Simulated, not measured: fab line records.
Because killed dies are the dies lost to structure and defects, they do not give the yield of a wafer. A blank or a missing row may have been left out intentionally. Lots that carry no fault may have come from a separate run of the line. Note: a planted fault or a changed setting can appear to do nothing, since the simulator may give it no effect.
The tool behind it: which one? ; flow gf180mcu ; 39 wafers from 13 lots sampled at 4 of the route's 602 steps

WHAT THE GAUGES READ, wafer by wafer
GF_DUAL_GATE_THK_MEAS_03. Usual: for DUAL_GATE_OXIDATION_00_THK the level is 10.91 nm and the standard deviation is 0.22.
lot;measured;on;DUAL_GATE_OXIDATION_00_THK (nm);flag
L782;day 8 03:48;film_metro-04;11.14 10.99 10.94;
L783;day 8 05:58;film_metro-03;11.16 11.29 11.11;
L784;day 8 11:55;film_metro-04;10.89 10.71 10.84;
L785;day 8 15:11;film_metro-01;10.75 10.76 10.75;
L787;day 9 05:43;film_metro-04;10.72 10.79 10.70;
L788;day 9 14:52;film_metro-01;11.05 11.01 10.81;
L789;day 9 19:17;film_metro-01;12.35 12.20 12.15;OFF
L790;day 10 02:58;film_metro-01;10.99 10.94 11.04;
L791;day 10 07:49;film_metro-03;12.29 12.31 12.19;OFF
L793;day 10 21:58;film_metro-01;11.80 11.66 11.82;OFF
L801;day 13 04:32;film_metro-04;10.68 10.73 10.83;
L802;day 13 12:04;film_metro-04;10.50 10.78 10.78;
L803;day 13 17:30;film_metro-01;11.19 10.95 11.05;

GF_POLY_GATE_OVL_MEAS_11. Usual: for POLY_GATE_OVL the level is 2 nm and the standard deviation is 5.2.
lot;measured;on;POLY_GATE_OVL (nm);flag
L782;day 9 16:20;overlay-02;-1 6 3;
L783;day 9 20:01;overlay-01;5 -3 1;
L784;day 10 01:49;overlay-01;-6 -4 -7;
L785;day 10 07:11;overlay-02;0 -1 -5;
L787;day 10 19:16;overlay-01;0 2 5;
L788;day 11 06:03;overlay-02;5 -5 1;
L789;day 11 11:53;overlay-01;2 -2 4;
L790;day 11 19:43;overlay-02;4 7 3;
L791;day 11 23:35;overlay-01;0 7 -1;
L793;day 12 14:55;overlay-01;5 7 6;
L801;day 15 00:49;overlay-01;-1 2 -11;
L802;day 15 09:22;overlay-01;-4 -3 1;
L803;day 15 14:16;overlay-02;-5 -3 1;

GF_POLY_GATE_THK_MEAS_17. Usual: for POLY_GATE_OXIDATION_THK the level is 3.99 nm and the standard deviation is 0.072.
lot;measured;on;POLY_GATE_OXIDATION_THK (nm);flag
L782;day 9 18:19;film_metro-04;3.99 4.03 4.00;
L783;day 9 21:34;film_metro-01;4.05 3.98 3.99;
L784;day 10 04:13;film_metro-01;3.97 3.93 3.97;
L785;day 10 09:05;film_metro-02;3.98 3.96 4.08;
L787;day 10 21:09;film_metro-01;4.07 3.92 4.05;
L788;day 11 07:46;film_metro-04;4.02 4.03 4.10;
L789;day 11 13:26;film_metro-04;4.02 4.14 4.07;
L790;day 11 21:15;film_metro-04;3.92 3.95 3.91;
L791;day 12 01:08;film_metro-01;3.83 3.79 3.90;
L793;day 12 16:28;film_metro-02;3.94 3.94 3.95;
L801;day 15 03:32;film_metro-02;4.09 4.12 4.15;
L802;day 15 11:24;film_metro-01;4.01 4.03 4.01;
L803;day 15 16:17;film_metro-02;3.96 3.98 3.88;

EACH LOT AND THE TOOL THAT RAN IT (in order: tool; ch and the chambers of the sampled wafers; start)
lot;GF_DUAL_GATE_OXIDATION_02
L782;furnace-01 ch 0, day 8 02:20
L783;furnace-02 ch 0, day 8 04:31
L784;furnace-01 ch 0, day 8 10:27
L785;furnace-01 ch 0, day 8 13:43
L787;furnace-01 ch 0, day 9 04:16
L788;furnace-01 ch 0, day 9 13:25
L789;furnace-01 ch 0, day 9 17:49
L790;furnace-02 ch 0, day 10 01:31
L791;furnace-01 ch 0, day 10 06:21
L793;furnace-01 ch 0, day 10 20:31
L801;furnace-02 ch 0, day 13 03:05
L802;furnace-01 ch 0, day 13 10:36
L803;furnace-01 ch 0, day 13 16:04
- GF_DUAL_GATE_OXIDATION_02: stabilise 600 s, purge 300 s, target thk 10.887 nm.

AS READ BY THE TOOLS THEMSELVES (means over the sampled wafers that have a number; for cases with no such wafer, the mark the record gives instead)
The record holds no such reading with a usual standard deviation.

THE ANSWER, worked out from the rows above alone
Rule: a lot is off if the mean of its wafers that have a number lies more than 3 standard deviations from the usual mean. A lot without any number at a reading at which 4 lots or more have one is off too. Where the step has rows for the other lots, those lots are counted as sound. After the gauges, taken in route order, come the tools' own readings; for these a lot's mean is taken, as printed above. The first step at which some lot is off is used, and at that step the reading that is off furthest; a lot without a number counts as furthest.
Off: at GF_DUAL_GATE_THK_MEAS_03 (DUAL_GATE_OXIDATION_00_THK), L789, L791, L793.
If a tool, at a process step before that reading, ran all the lots that are off and no sound lot after the first of them, it fits. Gauges at GF_DUAL_GATE_THK_MEAS_03: tried the same way as those tools. None of those tried fits.

WHAT HAD BEEN PUT IN BY THE SIMULATOR
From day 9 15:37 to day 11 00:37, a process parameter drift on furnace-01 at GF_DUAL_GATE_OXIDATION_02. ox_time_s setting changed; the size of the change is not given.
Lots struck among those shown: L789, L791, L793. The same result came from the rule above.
